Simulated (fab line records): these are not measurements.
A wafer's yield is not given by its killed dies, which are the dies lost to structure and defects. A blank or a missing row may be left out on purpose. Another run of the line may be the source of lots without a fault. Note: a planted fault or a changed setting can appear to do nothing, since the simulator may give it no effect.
Matching of chambers    flow sky130    SKY_VIA2_ETCH_14 on rie_diel-01 has 4 sister chambers
The step etches BARC in N2/H2, stops on SiO2, time 45.9 s, target depth 60 nm. 8 wafers are shown with their chamber, then 11 later ones without.

== WAFERS, EACH WITH ITS CHAMBER ==
wafer   chamber  drypump_motor_current_A (A)  h2_flow_sccm (sccm)
L084.6  0        5.9                          199.5
L087.1  1        6.6                          199.9
L087.2  0        5.9                          199.5
L087.5  2        4.8                          200.1
L090.2  1        6.6                          199.9
L090.4  2        4.8                          200.4
L090.5  3        5.2                          199.0
L091.1  3        5.3                          200.2

== WAFERS WITH NO CHAMBER GIVEN ==
wafer   drypump_motor_current_A (A)  h2_flow_sccm (sccm)
L091.2  6.0                          201.2
L091.5  4.8                          200.6
L094.1  4.8                          200.0
L094.2  5.9                          200.0
L094.3  5.3                          200.4
L096.3  5.9                          199.5
L096.5  5.9                          200.0
L096.6  6.6                          200.1
L097.2  5.9                          200.7
L097.3  4.8                          200.2
L097.6  4.8                          199.3

== THE CHAMBER EACH PASSED THROUGH ==
wafer   from the rows above  in truth
L091.2  0                    0
L091.5  2                    2
L094.1  2                    2
L094.2  0                    0
L094.3  3                    3
L096.3  0                    0
L096.5  0                    0
L096.6  1                    1
L097.2  0                    0
L097.3  2                    2
L097.6  2                    2
11 of 11 placed correctly. Left unplaced by these rows: 0. Placed wrongly: 0.
How it was worked out, from the rows above alone: a wafer's distance from a chamber is the root of the sum, over the readings, of the square of ((its reading less the chamber's mean) divided by the reading's scatter). The wafer belongs to the nearest chamber; if the next one is less than 2 further off, it can't be placed. For every chamber, the mean is computed from those of its wafers that are shown. How the scatter is found: for the shown wafers, subtract from each reading the mean of its chamber, square and add these, divide the total by (wafers less chambers), then take the root.
